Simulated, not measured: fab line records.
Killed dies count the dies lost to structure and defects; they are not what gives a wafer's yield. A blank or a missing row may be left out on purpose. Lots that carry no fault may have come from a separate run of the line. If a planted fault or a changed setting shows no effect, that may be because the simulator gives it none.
A struck lot beside a sound one -- flow sky130 -- 16 steps out of a route of 708
Sound: these wafers, L385.4, L385.5, L385.6. Wafers struck: L395.2, L395.3, L395.6. At the end, the cause is stated.
Order at every step that has rows: each side's tool, ch and its chambers, its first start. Under that, the readings that differ: sound wafers -- struck wafers -- difference of the means -- sigmas: that difference in standard deviations of wafers without a fault.
alike: words and numbers the same on both sides, and readings whose means are apart by under 2 such deviations; not compared: readings that were withheld, readings missing a value for some wafer, numbers with overlapping values and no deviation given by the record, and bounds like >300 which may hide the same value.
The two part at a step that has a row with sigmas, a row that says differs or no value, or rows on one side only. When numbers do not overlap yet have no deviation, they are printed without sigmas and do not part them. Lack of a reading on every wafer of one side parts them only where that side has two or more wafers.

SKY_METAL5_SPUTTER_03: material Ti, target thk 5 nm, time 3.3 s.
  struck on pvd_sputter-04, day 46 22:01; sound on pvd_sputter-04, day 43 13:35
  alike: throttle_valve_pct
SKY_METAL5_SPUTTER_04: material TiN, target thk 70 nm, time 58.3 s.
  struck on pvd_sputter-04, day 46 22:02; sound on pvd_sputter-04, day 43 13:37
  alike: throttle_valve_pct
SKY_METAL5_RS_MEAS_05: measurement is done with a four-point probe.
  struck on film_metro-03, day 46 22:06; sound on film_metro-01, day 43 13:43
  alike: METAL5_ALCU_RS
SKY_METAL5_THK_MEAS_06: measures by xrf.
  struck on film_metro-03, day 46 22:13; sound on film_metro-01, day 43 13:49
  alike: METAL5_ALCU_THK
then, 7 steps without rows for these wafers: SKY_METAL5_DEHYDRATE_07 (time 60 s); SKY_METAL5_HMDS_08 (prime time 60 s); SKY_METAL5_COAT_09 (resist thk 1800 nm); SKY_METAL5_SOFTBAKE_10 (time 60 s); SKY_METAL5_EXPOSE_11 (exposes mask MM5, target cd 1600 nm); SKY_METAL5_PEB_12; SKY_METAL5_DEVELOP_13 (develop time 60 s).
SKY_METAL5_DESCUM_14: chemistry O2, time 11 s.
  sound on rie_metal-02 ch 0,1, day 44 11:35; struck on rie_metal-02 ch 0,1, day 47 17:37
  alike: drypump_motor_current_A, he_backside_leak_sccm, oes_product_au
  not compared: rf_hours_counter_h
SKY_METAL5_METAL_ETCH_15: etches the open film in Cl2/BCl3, stops on SiO2, target depth 1260 nm, time 252 s.
  sound on rie_metal-02 ch 0,1, day 44 11:41; struck on rie_metal-02 ch 0,1, day 47 17:39
reading,sound,struck,difference,sigmas
rf_fwd_power_W (W),900.7 894.2 903.3,753.7 756.3 753.1,-145.0,-52
model.NOVOLAK_of_METAL5_COAT_09.thk_nm (nm),1052 1046 1047,1172 1165 1163,+118,
model.METAL5.cd_nm (nm),1603 1601 1603,1613 1612 1616,+11,
model.SiO2_of_VIA4_HDPCVD_00.thk_nm (nm),550.3 550.3 548.6,552.5 552.1 552.7,+2.7,
  alike: drypump_motor_current_A, he_backside_leak_sccm, oes_product_au, throttle_valve_pct
  not compared: rf_hours_counter_h
SKY_METAL5_STRIP_16: strips in O2/N2.
  sound on plasma_asher-03 ch 0,1, day 44 11:53; struck on plasma_asher-03 ch 0,1, day 47 17:53
reading,sound,struck,difference,sigmas
strip_time_to_endpoint_s (s),13.24 13.20 13.21,14.61 14.53 14.52,+1.34,+11
  alike: drypump_motor_current_A, n2_flow_sccm, o2_flow_sccm, oes_product_au
  not compared: rf_hours_counter_h
then, 1 step without rows for these wafers: SKY_METAL5_STRIP_17 (strips in post etch residue remover, time 1200 s).
SKY_PAD_OPEN_PROBE_99:
  the record holds rows for the sound wafers here (prober-02, day 46 09:34) but none for the struck ones

## WHERE THEY PART
Last at SKY_PAD_OPEN_PROBE_99 as far as this record goes, first at SKY_METAL5_METAL_ETCH_15.

WHY: whatever the simulator had introduced
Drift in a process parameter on rie_metal-02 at SKY_METAL5_METAL_ETCH_15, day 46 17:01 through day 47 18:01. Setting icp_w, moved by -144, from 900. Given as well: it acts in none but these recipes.
